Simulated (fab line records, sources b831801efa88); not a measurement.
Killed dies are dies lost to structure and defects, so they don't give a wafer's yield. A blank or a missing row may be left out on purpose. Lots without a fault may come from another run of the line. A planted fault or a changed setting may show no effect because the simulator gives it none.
Which tool did it? | flow sky130 | 14 lots, 42 wafers sampled, at 2 steps of a route of 708

WHAT THE GAUGES READ, wafer by wafer
SKY_SONOS_ONO_THK_MEAS_01. Usual: SONOS_ONO_OXIDATION_THK 2.59 nm, standard deviation 0.054.
lot  | measured     | on            | SONOS_ONO_OXIDATION_THK (nm) | flag
L804 | day 12 10:04 | film_metro-02 | 2.62 2.57 2.59               |
L805 | day 12 23:20 | film_metro-04 | 2.58 2.55 2.60               |
L806 | day 13 06:51 | film_metro-02 | 2.61 2.66 2.59               |
L807 | day 13 11:44 | film_metro-03 | 2.59 2.57 2.52               |
L808 | day 13 18:47 | film_metro-03 | 2.60 2.61 2.62               |
L809 | day 13 22:28 | film_metro-03 | 2.59 2.60 2.64               |
L810 | day 14 10:20 | film_metro-03 | 2.62 2.59 2.57               |
L813 | day 15 11:02 | film_metro-02 | 2.54 2.52 2.51               |
L815 | day 16 03:38 | film_metro-03 | 2.64 2.63 2.65               |
L816 | day 16 10:15 | film_metro-03 | 2.57 2.61 2.58               |
L821 | day 18 02:28 | film_metro-02 | 2.54 2.64 2.57               |
L822 | day 18 13:52 | film_metro-04 | 2.52 2.50 2.43               |
L823 | day 18 17:38 | film_metro-03 | 2.45 2.54 2.63               |
L824 | day 18 21:33 | film_metro-04 | 2.57 2.56 2.48               |

SKY_SONOS_ONO_THK_MEAS_03. Usual: SONOS_ONO_CVD_02_THK 10.51 nm, standard deviation 0.16.
lot  | measured     | on            | SONOS_ONO_CVD_02_THK (nm) | flag
L804 | day 12 11:11 | film_metro-02 | 10.61 10.70 10.67         |
L805 | day 13 03:17 | film_metro-04 | 10.46 10.43 10.63         |
L806 | day 13 08:23 | film_metro-04 | 10.52 10.68 10.49         |
L807 | day 13 12:50 | film_metro-03 | 10.68 10.63 10.75         |
L808 | day 13 22:55 | film_metro-03 | 10.48 10.35 10.50         |
L809 | day 14 02:58 | film_metro-03 | 10.86 10.71 10.78         |
L810 | day 14 13:44 | film_metro-02 | 10.43 10.46 10.44         |
L813 | day 15 12:56 | film_metro-02 | 10.45 10.32 10.37         |
L815 | day 16 05:20 | film_metro-04 | 10.47 10.53 10.57         |
L816 | day 16 11:22 | film_metro-03 | 10.24 10.32 10.24         |
L821 | day 18 04:31 | film_metro-03 | 10.60 10.38 10.56         |
L822 | day 18 17:22 | film_metro-04 | 10.08 10.14 10.30         |
L823 | day 18 20:16 | film_metro-03 | 10.69 10.67 10.63         |
L824 | day 19 00:24 | film_metro-02 | 10.62 10.49 10.41         |

WHICH TOOL RAN EACH LOT (tool, then ch and the chambers of the sampled wafers, then the start)
The record holds no process step before these readings.

WHAT THE TOOLS THEMSELVES READ (means of the sampled wafers that have a number; where no wafer has one, the mark that the record gives instead)
The record holds no such reading with a usual standard deviation.

THE ANSWER, worked out from the rows above alone
Rule: a lot is off if the mean of its wafers that have a number lies more than 3 standard deviations from the usual mean. A lot without any number at a reading at which 4 lots or more have one is off too. The other lots that the step has rows for count as sound. The gauges are gone through in route order, then the tools' own readings, and for those a lot's mean is taken as printed above. The first step at which some lot is off is used, and at that step the reading that is off furthest; a lot without a number counts as furthest.
No lot is off at any reading shown: from this, nothing can be told.

WHAT THE SIMULATOR HAD PUT IN
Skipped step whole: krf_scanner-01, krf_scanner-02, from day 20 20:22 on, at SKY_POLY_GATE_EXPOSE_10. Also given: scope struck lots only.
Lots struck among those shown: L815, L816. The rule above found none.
